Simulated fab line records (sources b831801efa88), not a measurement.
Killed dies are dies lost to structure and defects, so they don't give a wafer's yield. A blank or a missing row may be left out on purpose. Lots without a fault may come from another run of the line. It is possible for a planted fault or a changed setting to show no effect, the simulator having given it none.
2 desks looking at one fault | flow gf180mcu | numbers are kept per desk, each desk with only its own; the story behind them comes last

== FROM THE METROLOGY DESK ==
Means of the sampled wafers that have a number, per lot and without regard to the tool the lot ran on: this is what the gauges read. If a lot's mean is further than 4 standard deviations from the usual mean, the lot is out of limits and carries the mark OUT (the distance appears in the brackets).
Columns: A = NWELL_OVL at GF_NWELL_OVL_MEAS_07, usual -0.8 nm; B = NWELL_TW at GF_NWELL_TW_MEAS_11, usual 1569; C = LVPWELL_OVL at GF_LVPWELL_OVL_MEAS_07, usual 0.2 nm; D = VT_IMPLANT_2_TW at GF_VT_IMPLANT_TW_MEAS_21, usual 1213
lot  | first seen here | A    | B    | C    | D
L207 | day 3 14:25     | -2.3 | 1554 | -0.3 | 1215
L208 | day 3 20:28     | -1.3 | 1587 | 1.5  | 1210
L209 | day 4 00:02     | -0.3 | 1565 | 0.2  | 1212
L211 | day 4 10:31     | -1.7 | 1567 | 0.0  | 1229
L214 | day 5 06:04     | -1.2 | 1564 | 1.0  | 1213
L215 | day 5 10:31     | -0.3 | 1597 | 0.6  | 1219
L218 | day 6 01:04     | -0.5 | 1584 | -0.9 | 1214
L221 | day 6 20:02     | -0.4 | 1572 | 1.6  | 1251 (+5.3) OUT
L224 | day 7 10:37     | -1.3 | 1573 | 2.4  | 1245 (+4.5) OUT
L225 | day 7 15:50     | -1.2 | 1576 | -0.6 | 1251 (+5.3) OUT
L226 | day 7 22:20     | -1.9 | 1565 | -1.7 | 1211
L227 | day 8 03:47     | -0.6 | 1574 | -0.5 | 1212
L228 | day 8 09:13     | -0.8 | 1565 | 0.4  | 1214
L229 | day 8 14:11     | -1.5 | 1568 | -0.3 | 1203
This desk's result: L221, L224, L225 out of limits, first on L221 (VT_IMPLANT_2_TW at GF_VT_IMPLANT_TW_MEAS_21), day 10 08:25. Within limits: L207, L208, L209, L211, L214, L215, L218, L226, L227, L228, L229.

== TOOL OWNER'S DESK, implanter-04 ==
For each lot that ran on this tool, the mean over its sampled wafers that have a number, from the tool's own readings at GF_VT_IMPLANT_IMPLANT_19. If a lot's mean is further than 4 standard deviations from the usual mean, the lot is out of limits and carries the mark OUT (the distance appears in the brackets).
Columns: A = beam_energy_keV at GF_VT_IMPLANT_IMPLANT_19, usual 100.00; B = beam_on_s at GF_VT_IMPLANT_IMPLANT_19, usual 9.98 s; C = end_station_pressure_torr at GF_VT_IMPLANT_IMPLANT_19, usual 5.01e-06 Torr
lot  | first seen here | A                        | B     | C
L207 | day 6 13:00     | 99.99                    | 10.05 | 4.94e-06
L208 | day 6 19:53     | 99.97                    | 9.91  | 4.89e-06
L209 | day 7 01:10     | 100.03                   | 10.09 | 5.07e-06
L214 | day 8 11:44     | 99.99                    | 10.14 | 4.82e-06
L215 | day 8 18:28     | 100.00                   | 9.85  | 5.10e-06
L218 | day 9 11:29     | 100.00                   | 10.05 | 4.83e-06
L221 | day 10 08:11    | 110.36 (+99 or more) OUT | 9.81  | 5.07e-06
L224 | day 11 00:11    | 110.44 (+99 or more) OUT | 10.08 | 5.12e-06
L225 | day 11 05:19    | 110.41 (+99 or more) OUT | 9.93  | 4.72e-06
This desk's finding: out of limits on L221, L224, L225; first on L221, day 10 08:11 (beam_energy_keV at GF_VT_IMPLANT_IMPLANT_19). Within limits: L207, L208, L209, L214, L215, L218.

== ALL TOGETHER ==
The tool owner's desk had the chance to raise an alarm at day 10 08:11 on L221, L224, L225.
The metrology desk could have raised an alarm at day 10 08:25, on L221, L224, L225.
All the named lots went through GF_VT_IMPLANT_IMPLANT_19 on implanter-04.

== WHAT THE SIMULATOR HAD INSERTED ==
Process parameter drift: implanter-04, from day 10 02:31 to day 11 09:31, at GF_VT_IMPLANT_IMPLANT_19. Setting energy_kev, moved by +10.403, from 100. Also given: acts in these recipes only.
Struck lots among those shown: L221, L224, L225.
Delay (hours) between the fault's onset and each desk's first out-of-limits reading: 6 at the tool owner's desk, 6 at the metrology desk.
